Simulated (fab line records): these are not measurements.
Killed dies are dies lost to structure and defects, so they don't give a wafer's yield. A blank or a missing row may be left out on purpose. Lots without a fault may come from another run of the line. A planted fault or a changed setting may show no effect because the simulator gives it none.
Matching of chambers | flow gf180mcu | GF_V4_ETCH_16 on rie_diel-01: 3 sister chambers
The step etches BARC in N2/H2. 3 wafers are shown with their chamber, then 6 later ones without.

== EACH WAFER AND ITS CHAMBER ==
wafer  | chamber | rf_fwd_power_W (W)
L080.3 | 0       | 498.1
L081.4 | 3       | 488.7
L081.5 | 2       | 498.9

== WAFERS WITH NO CHAMBER GIVEN ==
wafer  | rf_fwd_power_W (W)
L083.1 | 496.4
L083.3 | 493.2
L083.6 | 495.2
L096.1 | 494.7
L096.2 | 490.0
L096.3 | 495.7

== WHICH CHAMBER EACH WENT THROUGH ==
wafer  | from the rows above          | in truth
L083.1 | can't be placed: 0 or 2      | 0
L083.3 | can't be placed: 3 or 0 or 2 | 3
L083.6 | can't be placed: 0 or 2 or 3 | 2
L096.1 | can't be placed: 0 or 2 or 3 | 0
L096.2 | 3                            | 3
L096.3 | can't be placed: 0 or 2 or 3 | 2
Correctly placed: 1 of 6. These rows do not allow placing 5 (true chamber among the candidates in 5). 0 placed wrongly.
How it was worked out, from the rows above alone: a wafer's distance from a chamber is the root of the sum, over the readings, of the square of ((its reading less the chamber's mean) divided by the reading's scatter). The wafer belongs to the nearest chamber; if the next one is less than 2 further off, it can't be placed. Each chamber's mean is taken over the wafers shown for it. The scatter: root of mean squared gap, hidden wafer to nearest shown wafer, with one shown wafer a chamber.
